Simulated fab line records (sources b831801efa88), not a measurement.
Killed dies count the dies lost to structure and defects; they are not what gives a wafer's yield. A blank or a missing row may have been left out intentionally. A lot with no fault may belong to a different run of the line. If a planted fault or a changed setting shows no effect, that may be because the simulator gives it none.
Which tool was responsible? || flow sky130 || 12 lots with 36 wafers sampled at 3 steps, on a route of 708 steps

## WHAT THE GAUGES READ, wafer by wafer
SKY_GATE_OXIDE_THK_MEAS_02.
{"lot": "L955", "measured": "day 14 08:50", "on": "filmMetro-01", "GATE_OXIDE_OXIDATION_00_THK (nm)": "10.03 10.02 9.88"}
{"lot": "L959", "measured": "day 15 23:47", "on": "filmMetro-01", "GATE_OXIDE_OXIDATION_00_THK (nm)": "10.33 10.32 10.35"}
{"lot": "L960", "measured": "day 16 05:12", "on": "filmMetro-03", "GATE_OXIDE_OXIDATION_00_THK (nm)": "10.25 10.19 10.14"}
{"lot": "L961", "measured": "day 16 10:31", "on": "filmMetro-03", "GATE_OXIDE_OXIDATION_00_THK (nm)": "10.20 10.27 10.33"}
{"lot": "L963", "measured": "day 17 02:46", "on": "filmMetro-04", "GATE_OXIDE_OXIDATION_00_THK (nm)": "10.55 10.57 10.60"}
{"lot": "L965", "measured": "day 17 15:08", "on": "filmMetro-01", "GATE_OXIDE_OXIDATION_00_THK (nm)": "10.22 10.28 10.18"}
{"lot": "L966", "measured": "day 17 21:34", "on": "filmMetro-01", "GATE_OXIDE_OXIDATION_00_THK (nm)": "10.14 10.28 9.94"}
{"lot": "L969", "measured": "day 18 21:55", "on": "filmMetro-04", "GATE_OXIDE_OXIDATION_00_THK (nm)": "10.20 10.34 10.41"}
{"lot": "L971", "measured": "day 19 17:20", "on": "filmMetro-03", "GATE_OXIDE_OXIDATION_00_THK (nm)": "10.07 10.32 10.25"}
{"lot": "L972", "measured": "day 20 02:41", "on": "filmMetro-04", "GATE_OXIDE_OXIDATION_00_THK (nm)": "10.30 10.48 10.29"}
{"lot": "L973", "measured": "day 20 08:29", "on": "filmMetro-03", "GATE_OXIDE_OXIDATION_00_THK (nm)": "10.38 10.41 10.30"}
{"lot": "L974", "measured": "day 20 17:49", "on": "filmMetro-04", "GATE_OXIDE_OXIDATION_00_THK (nm)": "10.48 10.65 10.35"}

SKY_POLY_GATE_THK_MEAS_21.
{"lot": "L955", "measured": "day 18 04:24", "on": "filmMetro-04", "POLY_GATE_OXIDATION_THK (nm)": "3.95 3.91 3.98"}
{"lot": "L959", "measured": "day 19 22:58", "on": "filmMetro-04", "POLY_GATE_OXIDATION_THK (nm)": "3.88 3.87 3.89"}
{"lot": "L960", "measured": "day 20 09:44", "on": "filmMetro-04", "POLY_GATE_OXIDATION_THK (nm)": "3.93 3.99 4.09"}
{"lot": "L961", "measured": "day 20 14:54", "on": "filmMetro-03", "POLY_GATE_OXIDATION_THK (nm)": "3.99 4.08 4.09"}
{"lot": "L963", "measured": "day 21 05:46", "on": "filmMetro-03", "POLY_GATE_OXIDATION_THK (nm)": "3.84 3.78 3.85"}
{"lot": "L965", "measured": "day 21 18:19", "on": "filmMetro-02", "POLY_GATE_OXIDATION_THK (nm)": "3.88 3.96 3.94"}
{"lot": "L966", "measured": "day 21 23:41", "on": "filmMetro-03", "POLY_GATE_OXIDATION_THK (nm)": "4.04 4.15 4.16"}
{"lot": "L969", "measured": "day 23 02:02", "on": "filmMetro-02", "POLY_GATE_OXIDATION_THK (nm)": "4.12 4.07 4.00"}
{"lot": "L971", "measured": "day 23 20:08", "on": "filmMetro-04", "POLY_GATE_OXIDATION_THK (nm)": "4.11 4.08 4.04"}
{"lot": "L972", "measured": "day 24 06:10", "on": "filmMetro-04", "POLY_GATE_OXIDATION_THK (nm)": "3.92 3.91 4.02"}
{"lot": "L973", "measured": "day 24 10:44", "on": "filmMetro-03", "POLY_GATE_OXIDATION_THK (nm)": "4.01 4.08 4.07"}
{"lot": "L974", "measured": "day 24 20:08", "on": "filmMetro-03", "POLY_GATE_OXIDATION_THK (nm)": "3.88 3.90 3.86"}

SKY_LDD_N_OVL_MEAS_07.
{"lot": "L955", "measured": "day 19 09:36", "on": "overlay-01", "LDD_N_OVL (nm)": "-3.2 -2.2 -1.6"}
{"lot": "L959", "measured": "day 21 05:43", "on": "overlay-02", "LDD_N_OVL (nm)": "2.3 2.3 1.4"}
{"lot": "L960", "measured": "day 21 16:32", "on": "overlay-02", "LDD_N_OVL (nm)": "0.1 -2.2 0.0"}
{"lot": "L961", "measured": "day 21 21:26", "on": "overlay-01", "LDD_N_OVL (nm)": "2.8 2.2 2.9"}
{"lot": "L963", "measured": "day 22 11:36", "on": "overlay-01", "LDD_N_OVL (nm)": "-2.0 -1.5 -2.2"}
{"lot": "L965", "measured": "day 23 00:28", "on": "overlay-02", "LDD_N_OVL (nm)": "-0.1 -0.9 0.1"}
{"lot": "L966", "measured": "day 23 06:08", "on": "overlay-01", "LDD_N_OVL (nm)": "-2.6 -0.2 -1.5"}
{"lot": "L969", "measured": "day 24 08:03", "on": "overlay-01", "LDD_N_OVL (nm)": "-1.8 -2.3 -1.0"}
{"lot": "L971", "measured": "day 25 01:35", "on": "overlay-01", "LDD_N_OVL (nm)": "-3.5 -1.2 0.1"}
{"lot": "L972", "measured": "day 25 11:12", "on": "overlay-02", "LDD_N_OVL (nm)": "-0.4 -0.6 -0.8"}
{"lot": "L973", "measured": "day 25 15:14", "on": "overlay-02", "LDD_N_OVL (nm)": "-0.5 -0.7 -2.4"}
{"lot": "L974", "measured": "day 26 01:14", "on": "overlay-02", "LDD_N_OVL (nm)": "1.0 -0.5 1.5"}

## EACH LOT AND THE TOOL THAT RAN IT (in order: tool; ch and the chambers of the sampled wafers; start)
There is no process step in the record ahead of these readings.

## AS READ BY THE TOOLS THEMSELVES (means over the sampled wafers that have a number; for cases with no such wafer, the mark the record gives instead)
The record holds no such reading with a usual standard deviation.

## THE ANSWER, worked out from the rows above alone
Rule: the usual values come from the lots themselves. The widest of any qualifying gaps counts: lots, ordered by their means at a reading, are off when they make up no more than a third of the lots, leave a main group of 4 or more, and stand apart from it by 3 or more times the standard deviation of that group's means. If all means in a main group match to the digits the tables above print for the reading, that group is not used. Also off: a lot with no number at a reading for which 4 or more lots have one. Where the step has rows for the other lots, those lots are counted as sound. First the gauges in route order, then the tools' own readings, where a lot's mean is used as printed above. At the first step where some lot is off, the reading lying furthest off is the one used; lots without a number count as furthest.
No lot is off on any of the readings shown, so nothing can be concluded from this.

## WHAT THE SIMULATOR HAD INSERTED
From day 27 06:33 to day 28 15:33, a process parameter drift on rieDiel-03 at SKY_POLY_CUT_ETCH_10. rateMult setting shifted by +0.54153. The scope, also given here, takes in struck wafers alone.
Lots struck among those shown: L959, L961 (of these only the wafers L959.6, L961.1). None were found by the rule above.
